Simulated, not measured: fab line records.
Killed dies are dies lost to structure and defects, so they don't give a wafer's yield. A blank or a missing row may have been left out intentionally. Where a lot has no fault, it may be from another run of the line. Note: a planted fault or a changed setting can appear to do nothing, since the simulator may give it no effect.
One fault seen from 2 desks	flow sky130	every desk sees just its own numbers, and what lay behind them comes last

## AT THE METROLOGY DESK
What the gauges read for every lot (on any tool): the sampled wafers with a number, averaged. The brackets show how far a lot's mean lies from the usual mean; more than 4 standard deviations puts the lot out of limits, marked OUT.
Columns: A = VIA1_W_RS at SKY_VIA1_RS_MEAS_22, usual 0.428 ohm/sq
lot	first seen here	A
L641	day 34 13:20	0.426
L642	day 34 19:25	0.430
L644	day 35 01:32	0.422
L648	day 36 13:37	0.427
L650	day 37 10:49	0.433
L651	day 37 17:43	0.427
L652	day 37 18:19	0.431
L653	day 38 08:29	0.425
L654	day 38 10:28	0.437
L655	day 39 02:22	0.425
L661	day 40 09:25	0.426
L662	day 41 00:32	0.442
This desk's finding: nothing out of limits on any of the 12 lots.

## AT THE TOOL OWNER'S DESK: pvd sputter-02
At SKY_METAL2_SPUTTER_04 (material TiN, target thk 70 nm, time 58.3 s) the tool's own readings: per lot run on this tool, the mean of the sampled wafers that have a number. The brackets show how far a lot's mean lies from the usual mean; more than 4 standard deviations puts the lot out of limits, marked OUT.
Columns: A = chamber pressure pa at SKY_METAL2_SPUTTER_04, usual 0.3999 Pa; B = throttle valve pct at SKY_METAL2_SPUTTER_04, usual 29.8 %
lot	first seen here	A	B
L641	day 34 13:53	0.3989	29.9
L642	day 34 20:00	0.4011	29.7
L648	day 36 14:11	0.3991	29.8
L650	day 37 11:25	0.3996	30.8
L653	day 38 09:03	0.2902 (-99 or more) OUT	34.8 (+4.6) OUT
L654	day 38 11:01	0.2904 (-99 or more) OUT	35.1 (+4.8) OUT
L655	day 39 02:58	0.2907 (-99 or more) OUT	34.2
This desk's verdict: out of limits on L653, L654, L655, starting with L653 at day 38 09:03 (chamber pressure pa at SKY_METAL2_SPUTTER_04). L641, L642, L648, L650 stayed within limits.

## BROUGHT TOGETHER
The tool owner's desk could have raised an alarm at day 38 09:03, on L653, L654, L655.
From the metrology desk's view, nothing was out of limits.
The metrology desk holds a record of L653, L654, L655, inside its limits.
Of the lots named, all ran SKY_METAL2_SPUTTER_04 on pvd sputter-02.

## WHAT THE SIMULATOR HAD INSERTED
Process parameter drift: pvd sputter-02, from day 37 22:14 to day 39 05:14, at SKY_METAL2_SPUTTER_04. The setting chamber pressure pa was moved by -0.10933, starting from 0.4. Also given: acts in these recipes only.
Lots struck among those shown: L653, L654, L655.
Delay in hours, fault start to first out-of-limits reading, by desk: the tool owner's desk at 11.
